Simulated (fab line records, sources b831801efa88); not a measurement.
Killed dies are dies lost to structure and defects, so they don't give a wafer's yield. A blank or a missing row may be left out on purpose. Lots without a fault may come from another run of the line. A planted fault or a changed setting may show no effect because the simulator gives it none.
A struck lot beside a sound one | flow sky130 | 14 steps out of a route of 708
Sound: wafers L659.1, L659.2, L659.6. Struck: wafers L674.3, L674.5, L674.6. The cause comes at the end.
At each step with rows: each side's tool, then ch and its chambers, then its first start. Under that, the readings that differ: sound wafers | struck wafers | difference of the means | sigmas: that difference in standard deviations of wafers without a fault.
alike: readings whose means differ by less than 2 such deviations, and words and numbers that are the same on both sides. not compared: withheld readings, readings that some wafer has no value for, bounds like >300 that may hide the same value, and numbers for which the record gives no deviation and whose values overlap.
The two part at a step that has a row with sigmas, a row that says differs or no value, or rows on one side only. Numbers that don't overlap but have no deviation are shown without sigmas and don't part them. A reading that every wafer of one side lacks parts them only if that side has two wafers or more.

SKY_NWELL_TW_MEAS_26:
  sound on film_metro-04, day 7 10:06; struck on film_metro-04, day 10 17:34
  alike: NWELL_2_TW
then, 1 step without rows for these wafers: SKY_NWELL_CLEAN_27 (cleans in SC1/SC2, time 150 s).
SKY_NWELL_RTA_28: time 30 s.
  sound on rtp_anneal-02 ch 0, day 7 10:13; struck on rtp_anneal-01 ch 0, day 10 17:41
  alike: lamp_power_pct, ramp_up_c_per_s, wafer_temp_C_max
SKY_NWELL_RS_MEAS_29: measures by four-point-probe.
  sound on film_metro-03, day 7 10:19; struck on film_metro-03, day 10 17:48
  alike: NWELL_RS
SKY_NWELL_RS_MEAS_31: measures by four-point-probe.
  sound on film_metro-03, day 7 10:33; struck on film_metro-03, day 10 18:02
  alike: PWDE_RS
then, 6 steps without rows for these wafers: SKY_VT_ADJUST_HVTP_DEHYDRATE_00 (time 60 s); SKY_VT_ADJUST_HVTP_HMDS_01 (prime time 60 s); SKY_VT_ADJUST_HVTP_COAT_02 (resist thk 1140 nm); SKY_VT_ADJUST_HVTP_SOFTBAKE_03 (time 60 s); SKY_VT_ADJUST_HVTP_EXPOSE_04 (exposes mask HVTPM, target cd 380 nm); SKY_VT_ADJUST_HVTP_PEB_05.
SKY_VT_ADJUST_HVTP_DEVELOP_06: develop time 60 s.
  sound on litho_track-02 ch 0, day 8 05:46; struck on litho_track-03 ch 0, day 11 17:14
  reading              | sound             | struck            | difference | sigmas
  developer_temp_C (C) | 22.97 22.89 23.02 | 25.24 25.36 25.32 | +2.35      | +26
SKY_VT_ADJUST_HVTP_CD_MEAS_07: target cd 380 nm.
  sound on cd_sem-01, day 8 05:55; struck on cd_sem-02, day 11 17:23
  reading    | sound             | struck            | difference | sigmas
  cd_nm (nm) | 380.9 380.3 379.5 | 372.7 372.8 370.8 | -8.1       | -3
SKY_VT_ADJUST_HVTP_OVL_MEAS_08:
  sound on overlay-02, day 8 06:02; struck on overlay-02, day 11 17:28
  alike: VT_ADJUST_HVTP_OVL

WHERE THEY PART
First at SKY_VT_ADJUST_HVTP_DEVELOP_06; last, within this record, at SKY_VT_ADJUST_HVTP_CD_MEAS_07. Later steps at which nothing parts them and some readings are alike: SKY_VT_ADJUST_HVTP_OVL_MEAS_08.

WHY: what the simulator had put in
Process parameter drift: litho_track-03, from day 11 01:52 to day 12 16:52, at SKY_VT_ADJUST_HVTP_DEVELOP_06. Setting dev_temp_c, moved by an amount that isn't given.
